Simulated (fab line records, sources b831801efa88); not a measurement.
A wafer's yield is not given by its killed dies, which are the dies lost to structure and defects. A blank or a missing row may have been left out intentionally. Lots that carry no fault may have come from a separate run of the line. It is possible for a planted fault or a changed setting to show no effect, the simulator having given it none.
fab line records	flow sfq-line
[record] lots = 15	wafers = 43	last-day = 92
route steps=325 shown M0@41 I0@44 M1@59 I1@83
lots with no fault: from the same line, run without faults
start-h: start of the lot's first displayed wafer, in hours after the record's first day	wait-h: hours from the lot's prior step to this one	" same as the row above	L1.1+2: a row that stands for several wafers	- no value present, or no start provided	* or withheld: withheld	< > ~ a bound
route shown NAME@n: names a module that has steps shown in the file, with the first one's number in the route	usual: mean/standard deviation taken from wafers without a fault	same: alike in all rows	chamber/n: place in a boat	sites: each site's reading	_std_site: standard deviation across them	_edge_site: mean of outer sites minus mean of inner sites	radius-mm: for every site, how far away it sits from the centre of the wafer	mask NAME#n: copy n	behind: the last tool/chamber to shape the wafer	hold: what put the lot on hold/how long, in hours/how the hold closed	device: the n, p or np transistor that did not switch	end of line: tests run on the same wafers once the route is complete	a step without rows: its recipe alone	killed: dies lost to structure and defects at the first sort, not the wafer's yield	map: the dies of a wafer, with x for killed, . for not killed, _ for no die there
set.NAME: setting as actually run; set.NAME@STEP: the setting as run at that earlier step	model.NAME: the simulator's own value behind a step, which no gauge read
the route's steps for a sample of lots (tables are steps, rows are wafers)
services: from which hour (start-h, from the record's first day; less than 0 if before it) a tool's chamber was out of use, for how many hours, and why
[[steps]]
[step SFQ_TRILAYER_M0_STRIP_STRIP_025]
[recipe] gas = O2	power-w = 200	platen-temp-c = 40	overash-fraction = 0.65	chemistry = O2	pressure-mtorr = 50
[usual] drypump-motor-current-A = 5.90/0.28	oes-product-au = 0.996/0.0082
lot.wafer	tool	chamber	start-h	wait-h	drypump-motor-current-A	oes-product-au	rf-hours-counter-h
L327.2	rie-metal-02	0	130.33	0.1	5.47	0.989	102
L327.5	"	0	"	"	5.47	0.990	-
L327.6	"	1	"	"	6.28	1.004	-
L328.2	rie-metal-03	1	131.92	0.4	5.75	0.996	-
L328.5	"	1	"	"	5.76	0.986	-
L328.6	"	1	"	"	5.74	0.993	-
L329.1	rie-metal-04	0	135.13	0.1	5.80	0.997	165
L329.4	"	1	"	"	6.18	1.001	-
L329.5	"	0	"	"	5.79	1.000	-
L330.3	rie-metal-04	1	140.13	0.2	6.12	0.998	-
L330.4	"	0	"	"	5.78	0.999	-
L330.6	"	1	"	"	6.19	0.995	-
L332.4	rie-metal-03	1	144.93	0.2	5.77	0.994	-
L332.5	"	0	"	"	5.90	0.994	-
L332.6	"	1	"	"	5.75	0.992	-
L333.1	rie-metal-03	0	148.33	0.1	5.91	0.991	2
L333.2	"	1	"	"	5.74	1.006	146
L333.4	"	1	"	"	5.77	0.986	-
L334.2	rie-metal-04	1	151.93	0.1	6.15	0.995	135
L334.3	"	1	"	"	6.19	0.989	-
L334.6	"	1	"	"	6.18	0.992	-
L335.2	rie-metal-02	1	156.73	0.1	6.31	0.998	185
L335.5	"	0	"	"	5.47	0.984	-
L335.6	"	1	"	"	6.27	0.991	-
L341.3	rie-metal-02	1	194.10	0.2	6.29	1.007	-
L341.5	"	1	"	"	6.30	1.013	-
L342.1	rie-metal-03	0	208.63	0.1	5.89	1.000	12
L342.2	"	1	"	"	5.74	0.996	156
L342.5	"	1	"	"	5.73	0.995	-
L344.4	rie-metal-02	0	217.23	0.2	5.47	0.990	-
L344.5	"	0	"	"	5.47	0.987	-
L345.1	rie-metal-03	0	221.83	0.1	5.93	1.000	14
L345.3	"	1	"	"	5.76	1.007	-
L345.6	"	0	"	"	5.92	1.003	-
L347.1	rie-metal-02	0	226.63	0.1	5.47	0.977	121
L347.3	"	0	"	"	5.46	0.982	-
L347.5	"	0	"	"	5.46	0.989	-
L348.2	rie-metal-02	1	237.43	0.1	6.30	1.002	200
L348.4	"	0	"	"	5.47	0.986	-
L348.6	"	1	"	"	6.27	1.002	-
L349.3	rie-metal-03	0	244.83	0.2	5.92	0.995	-
L349.4	"	1	"	"	5.74	0.989	-
L349.5	"	0	"	"	5.93	1.000	-
[step SFQ_TRILAYER_I0_CMP_CMP_028]
[recipe] material = SiO2	down-force-psi = 3	platen-rpm = 60	pad-velocity-m-s = 0.94248
[usual] motor-current-A = 10.1/1	time-to-endpoint-s = 216/7.3
lot.wafer	tool	chamber	start-h	wait-h	motor-current-A	time-to-endpoint-s
L327.2	cmp-02	0	136.49	5.3	11.4	216
L327.6	"	3	137.99	6.8	11.0	212
L327.5	"	0	"	"	10.4	219
L328.2	cmp-01	2	138.60	5.5	10.2	216
L328.6	"	1	140.10	6.9	11.0	224
L328.5	"	2	"	"	9.8	211
L329.4	cmp-02	3	141.99	6.0	10.7	218
L329.1	"	1	142.99	7.0	9.7	213
L329.5	"	0	144.49	8.5	10.7	224
L330.3	cmp-02	2	148.49	7.7	8.3	217
L330.4	"	0	149.49	8.7	10.4	222
L330.6	"	1	"	"	10.0	208
L332.4	cmp-01	0	155.16	9.6	9.3	224
L332.6	"	0	157.16	11.6	10.1	219
L332.5	"	1	"	"	11.3	225
L333.2	cmp-01	3	161.16	12.0	10.3	212
L333.1	"	0	"	"	9.7	219
L333.4	"	2	162.66	13.5	10.3	213
L334.2	cmp-02	2	167.47	14.7	8.3	199
L334.3	"	3	"	"	10.8	199
L334.6	"	1	168.97	16.2	9.8	203
L335.2	cmp-01	1	171.16	13.6	11.2	217
L335.5	"	3	172.16	14.6	10.7	222
L335.6	"	0	"	"	9.1	229
L341.3	cmp-01	1	209.16	14.4	11.8	199
L341.5	"	1	211.16	16.4	11.2	213
L342.1	cmp-02	3	219.32	9.9	11.2	196
L342.2	"	0	"	"	10.3	205
L342.5	"	0	221.82	12.3	10.2	204
L344.4	cmp-01	0	227.16	9.3	9.1	229
L344.5	"	1	229.66	11.8	11.7	211
L345.1	cmp-01	3	231.16	8.5	10.4	209
L345.3	"	0	"	"	9.3	210
L345.6	"	2	232.66	10.0	9.9	216
L347.3	cmp-02	2	238.32	10.9	7.7	207
L347.1	"	1	239.82	12.4	9.8	213
L347.5	"	3	240.82	13.3	11.3	211
L348.4	cmp-02	1	247.32	9.0	9.6	214
L348.2	"	3	248.32	10.1	11.3	204
L348.6	"	2	249.82	11.5	8.2	212
L349.3	cmp-02	0	253.82	8.4	10.9	216
L349.4	"	2	254.82	9.3	7.7	209
L349.5	"	0	255.82	10.3	10.7	219
[step SFQ_TRILAYER_I0_METRO_MEASURE_029]
[usual] thk-nm = 200.0/0.99
lot.wafer	tool	chamber	start-h	wait-h	thk-nm
L327.2	film-metro-04	-	139.31	0.3	200.4
L327.5	"	-	"	"	200.8
L327.6	"	-	"	"	200.0
L328.2	film-metro-03	-	141.42	0.3	198.9
L328.5	"	-	"	"	198.9
L328.6	"	-	"	"	200.5
L329.1	film-metro-02	-	145.11	0.1	200.1
L329.4	"	-	"	"	199.6
L329.5	"	-	"	"	200.5
L330.3	film-metro-02	-	151.51	0.5	200.7
L330.4	"	-	"	"	199.9
L330.6	"	-	"	"	200.1
L332.4	film-metro-04	-	158.88	0.6	201.8
L332.5	"	-	"	"	200.7
L332.6	"	-	"	"	200.5
L333.1	film-metro-04	-	164.28	0.1	201.2
L333.2	"	-	"	"	199.9
L333.4	"	-	"	"	199.3
L334.2	film-metro-04	-	169.79	0.3	199.7
L334.3	"	-	"	"	198.1
L334.6	"	-	"	"	199.4
L335.2	film-metro-02	-	173.48	0.3	200.2
L335.5	"	-	"	"	198.8
L335.6	"	-	"	"	200.6
L341.3	film-metro-03	-	212.68	0.5	215.1
L341.5	"	-	"	"	215.6
L342.1	film-metro-03	-	222.44	0.1	199.4
L342.2	"	-	"	"	199.6
L342.5	"	-	"	"	199.5
L344.4	film-metro-02	-	230.88	0.6	201.2
L344.5	"	-	"	"	216.4
L345.1	film-metro-04	-	233.28	0.1	199.9
L345.3	"	-	"	"	215.5
L345.6	"	-	"	"	199.9
L347.1	film-metro-02	-	241.44	0.1	199.8
L347.3	"	-	"	"	200.6
L347.5	"	-	"	"	198.5
L348.2	film-metro-04	-	250.64	0.3	198.1
L348.4	"	-	"	"	199.0
L348.6	"	-	"	"	200.6
L349.3	film-metro-04	-	256.84	0.5	200.3
L349.4	"	-	"	"	200.6
L349.5	"	-	"	"	201.3
[step SFQ_TRILAYER_I0_VIA_ETCH_VIA_ETCH_034]
[recipe] target = SiO2	stop-on = Nb	mask-material = PR	taper-deg = 20	chemistry = CHF3	target-depth-nm = 260	source-w = 500	bias-w = 80	pressure-mtorr = 30	time-s = withheld
[usual] drypump-motor-current-A = 5.9/0.43	oes-product-au = 0.855/0.0051
lot.wafer	tool	chamber	start-h	wait-h	drypump-motor-current-A	oes-product-au
L327.2	rie-diel-03	0	215.71	0.0	5.3	0.865
L327.5	"	0	"	"	5.3	0.857
L327.6	"	3	"	"	5.6	0.850
L328.2	rie-diel-02	3	216.91	0.0	5.6	0.852
L328.5	"	2	"	"	6.1	0.848
L328.6	"	1	"	"	5.6	0.861
L329.1	rie-diel-03	1	220.51	0.0	6.5	0.851
L329.4	"	3	"	"	5.6	0.853
L329.5	"	1	"	"	6.5	0.852
L330.3	rie-diel-01	3	224.11	0.0	6.7	0.864
L330.4	"	2	"	"	5.9	0.855
L330.6	"	2	"	"	5.9	0.848
L332.4	rie-diel-03	2	234.16	0.0	5.9	0.851
L332.5	"	2	"	"	5.9	0.857
L332.6	"	1	"	"	6.5	0.860
L333.1	rie-diel-02	2	241.36	0.0	6.1	0.860
L333.2	"	3	"	"	5.6	0.861
L333.4	"	1	"	"	5.6	0.855
L334.2	rie-diel-01	1	246.16	0.0	5.4	0.851
L334.3	"	2	"	"	5.9	0.850
L334.6	"	2	"	"	5.9	0.855
L335.2	rie-diel-01	0	249.76	0.0	5.6	0.854
L335.5	"	1	"	"	5.4	0.854
L335.6	"	0	"	"	5.6	0.858
L341.3	rie-diel-02	2	288.91	0.0	6.1	0.893
L341.5	"	3	"	"	5.6	0.894
L342.1	rie-diel-01	3	304.61	0.0	6.7	0.859
L342.2	"	0	"	"	5.6	0.850
L342.5	"	0	"	"	5.6	0.854
L344.4	rie-diel-02	0	316.51	0.0	5.6	0.853
L344.5	"	2	"	"	6.1	0.894
L345.1	rie-diel-01	3	320.11	0.0	6.7	0.849
L345.3	"	1	"	"	5.3	0.891
L345.6	"	3	"	"	6.6	0.850
L347.1	rie-diel-02	3	328.51	0.0	5.6	0.856
L347.3	"	0	"	"	5.6	0.854
L347.5	"	3	"	"	5.6	0.847
L348.2	rie-diel-01	0	338.11	0.0	5.6	0.844
L348.4	"	2	"	"	5.9	0.859
L348.6	"	0	"	"	5.6	0.858
L349.3	rie-diel-01	1	346.61	0.0	5.4	0.861
L349.4	"	3	"	"	6.7	0.857
L349.5	"	3	"	"	6.7	0.858
[step SFQ_TRILAYER_M1_DEP_SPUTTER_037]
[recipe] material = Nb	base-pressure-pa = 1.33e-06	chamber-pressure-pa = 0.1333	substrate-temp-c = 20	resputter-cathode-voltage-v = 400	target-thk-nm = 200	power-w = 2000	time-s = 133.3
[usual] throttle-valve-pct = 30.4/1
lot.wafer	tool	chamber	start-h	wait-h	throttle-valve-pct
L327.2	pvd-sputter-04	-	216.63	0.0	29.2
L327.5	"	-	"	"	31.2
L327.6	"	-	"	"	29.2
L328.2	pvd-sputter-05	-	218.44	0.0	31.0
L328.5	"	-	"	"	28.3
L328.6	"	-	"	"	31.0
L329.1	pvd-sputter-04	-	222.04	0.0	30.8
L329.4	"	-	"	"	29.3
L329.5	"	-	"	"	31.3
L330.3	pvd-sputter-04	-	225.04	0.0	30.9
L330.4	"	-	"	"	30.8
L330.6	"	-	"	"	31.4
L332.4	pvd-sputter-05	-	235.08	0.0	30.3
L332.5	"	-	"	"	30.9
L332.6	"	-	"	"	29.9
L333.1	pvd-sputter-05	-	242.28	0.0	31.3
L333.2	"	-	"	"	30.1
L333.4	"	-	"	"	30.8
L334.2	pvd-sputter-05	-	247.08	0.0	28.1
L334.3	"	-	"	"	31.1
L334.6	"	-	"	"	30.7
L335.2	pvd-sputter-04	-	250.68	0.0	31.0
L335.5	"	-	"	"	31.3
L335.6	"	-	"	"	31.2
L341.3	pvd-sputter-04	-	290.00	0.0	31.1
L341.5	"	-	"	"	29.2
L342.1	pvd-sputter-03	-	306.14	0.0	28.9
L342.2	"	-	"	"	30.9
L342.5	"	-	"	"	28.8
L344.4	pvd-sputter-05	-	317.43	0.0	30.8
L344.5	"	-	"	"	30.5
L345.1	pvd-sputter-05	-	321.03	0.0	31.0
L345.3	"	-	"	"	31.1
L345.6	"	-	"	"	28.2
L347.1	pvd-sputter-04	-	329.43	0.0	29.1
L347.3	"	-	"	"	30.8
L347.5	"	-	"	"	30.9
L348.2	pvd-sputter-04	-	339.20	0.0	30.8
L348.4	"	-	"	"	31.0
L348.6	"	-	"	"	31.5
L349.3	pvd-sputter-04	-	347.53	0.0	31.4
L349.4	"	-	"	"	31.0
L349.5	"	-	"	"	31.1
[step SFQ_I1_OVL_MEAS_913]
[usual] I1_OVL = -3/5.3
lot.wafer	tool	chamber	start-h	wait-h	I1_OVL[nm]
L327.2	overlay-02	-	402.74	0.1	5
L327.5	"	-	"	"	6
L327.6	"	-	"	"	2
L328.2	overlay-02	-	403.94	0.1	-1
L328.5	"	-	"	"	-3
L328.6	"	-	"	"	-3
L329.1	overlay-02	-	411.14	0.1	-1
L329.4	"	-	"	"	2
L329.5	"	-	"	"	1
L330.3	overlay-01	-	415.95	0.1	6
L330.4	"	-	"	"	6
L330.6	"	-	"	"	5
L332.4	overlay-01	-	434.70	0.1	-8
L332.5	"	-	"	"	-9
L332.6	"	-	"	"	-1
L333.1	overlay-02	-	443.09	0.1	2
L333.2	"	-	"	"	-4
L333.4	"	-	"	"	2
L334.2	overlay-02	-	450.29	0.1	-1
L334.3	"	-	"	"	0
L334.6	"	-	"	"	-9
L335.2	overlay-01	-	452.69	0.1	11
L335.5	"	-	"	"	3
L335.6	"	-	"	"	12
L341.3	overlay-01	-	515.56	0.1	-12
L341.5	"	-	"	"	-14
L342.1	overlay-01	-	543.60	0.1	2
L342.2	"	-	"	"	-4
L342.5	"	-	"	"	3
L344.4	overlay-01	-	559.22	0.1	4
L344.5	"	-	"	"	-1
L345.1	overlay-01	-	566.40	0.1	-1
L345.3	"	-	"	"	-1
L345.6	"	-	"	"	4
L347.1	overlay-02	-	582.79	0.1	-3
L347.3	"	-	"	"	-6
L347.5	"	-	"	"	-6
L348.2	overlay-01	-	596.75	0.1	1
L348.4	"	-	"	"	-7
L348.6	"	-	"	"	-8
L349.3	overlay-01	-	605.16	0.1	-8
L349.4	"	-	"	"	3
L349.5	"	-	"	"	-5
[[services]]
tool	chamber	start-h	hours	kind
rie-metal-03	-	107.02	0.4	repair
cmp-01	-	127.59	7.5	pm
cmp-01	-	141.10	3.8	pm
cmp-01	-	143.56	2.6	repair
film-metro-04	-	149.14	2.2	pm
cmp-02	-	169.47	16.9	pm
pvd-sputter-05	-	174.04	0.8	repair
pvd-sputter-04	-	181.41	12.3	repair
film-metro-04	-	194.81	1.2	pm
rie-diel-01	3	204.68	4.6	repair
pvd-sputter-05	-	232.17	2.6	repair
cmp-02	-	234.32	4.0	pm
film-metro-04	-	266.09	0.2	pm
cmp-02	-	266.38	0.2	repair
cmp-02	-	283.32	4.8	pm
rie-diel-01	3	288.69	1.3	repair
cmp-02	-	289.57	1.4	repair
rie-metal-03	-	297.03	14.6	pm
pvd-sputter-04	-	304.76	3.1	repair
film-metro-04	-	309.70	1.1	pm
pvd-sputter-04	-	315.67	7.1	repair
pvd-sputter-04	-	326.06	0.6	repair
cmp-02	-	331.72	1.0	repair
rie-metal-03	-	341.62	1.4	pm
[[key]]
[first-sign] step = SFQ_TRILAYER_I0_METRO_MEASURE_029	reading = thk-nm	direction = up	sigmas = 16	usual = 200.0	struck = 215.7
[effect] step = SFQ_TRILAYER_I0_VIA_ETCH_VIA_ETCH_034	reading = oes-product-au	direction = up	sigmas = 7.5	usual = 0.855	struck = 0.893
met-at SFQ_TRILAYER_I0_CMP_CMP_028
struck-lots L341,L344,L345
struck-wafers L341.3,L341.5,L344.5,L345.3
not-acting-at SFQ_TRILAYER_M0_STRIP_STRIP_025,SFQ_TRILAYER_M1_DEP_SPUTTER_037,SFQ_I1_OVL_MEAS_913
onset-between 171.16 209.16
[fault] kind = process-parameter-drift	tool = cmp-01	chamber = -	onset-h = 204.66	steps = SFQ_TRILAYER_I0_CMP_CMP_028	channel = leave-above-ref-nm	offset = 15	shape = step	end-h = 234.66	scope = struck-wafers-only	acts-in = these-recipes-only	stated = 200
